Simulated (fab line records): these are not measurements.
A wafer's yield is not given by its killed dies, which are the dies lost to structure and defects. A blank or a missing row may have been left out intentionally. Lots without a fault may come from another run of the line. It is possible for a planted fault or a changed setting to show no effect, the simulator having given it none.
A single fault, viewed from 2 desks || flow gf180mcu || every desk sees just its own numbers, and what lay behind them comes last

## FOR THE TOOL OWNER'S DESK: pvdSputter-01
The tool's own readings at GF_M3_SPUTTER_00 (material Ti, target thk 37.5 nm, time 150 s): means of the sampled wafers that have a number, for each lot that ran on this tool. A lot is out of limits, marked OUT, if its mean lies more than 4 standard deviations from the usual mean; the brackets give that distance.
Columns: A = throttleValvePct at GF_M3_SPUTTER_00, usual 30.1 %
{"lot": "L985", "first seen here": "day 22 19:33", "A": 29.8}
{"lot": "L987", "first seen here": "day 23 09:33", "A": 29.7}
{"lot": "L988", "first seen here": "day 23 15:19", "A": 29.6}
{"lot": "L989", "first seen here": "day 23 21:37", "A": 29.9}
This desk found nothing out of limits on any of the 4 lots.

## FROM THE METROLOGY DESK
Lot by lot, what the gauges showed, no matter which tool ran the lot: averages of those sampled wafers that carry a number. A lot is out of limits, marked OUT, if its mean lies more than 4 standard deviations from the usual mean; the brackets give that distance.
Columns: A = V2_OVL at GF_V2_OVL_MEAS_15, usual -4 nm; B = V2_W_RS at GF_V2_RS_MEAS_24, usual 0.328 ohm/sq; C = V2_W_THK at GF_V2_THK_MEAS_25, usual 356 nm
{"lot": "L980", "first seen here": "day 20 09:08", "A": -6, "B": 0.326, "C": 358}
{"lot": "L985", "first seen here": "day 22 18:10", "A": -1, "B": 0.327, "C": 359}
{"lot": "L987", "first seen here": "day 23 08:10", "A": 1, "B": 0.330, "C": 354}
{"lot": "L988", "first seen here": "day 23 13:56", "A": -5, "B": 0.334, "C": 347}
{"lot": "L989", "first seen here": "day 23 20:14", "A": -3, "B": 0.333, "C": 355}
{"lot": "L995", "first seen here": "day 26 00:28", "A": -5, "B": 0.327, "C": 350}
{"lot": "L998", "first seen here": "day 27 01:23", "A": -4, "B": 0.324, "C": 363}
This desk found nothing out of limits on any of the 7 lots.

## TAKEN TOGETHER
The desk of the tool owner found nothing out of limits.
From the metrology desk's view, nothing was out of limits.

## WHAT THE SIMULATOR HAD INSERTED
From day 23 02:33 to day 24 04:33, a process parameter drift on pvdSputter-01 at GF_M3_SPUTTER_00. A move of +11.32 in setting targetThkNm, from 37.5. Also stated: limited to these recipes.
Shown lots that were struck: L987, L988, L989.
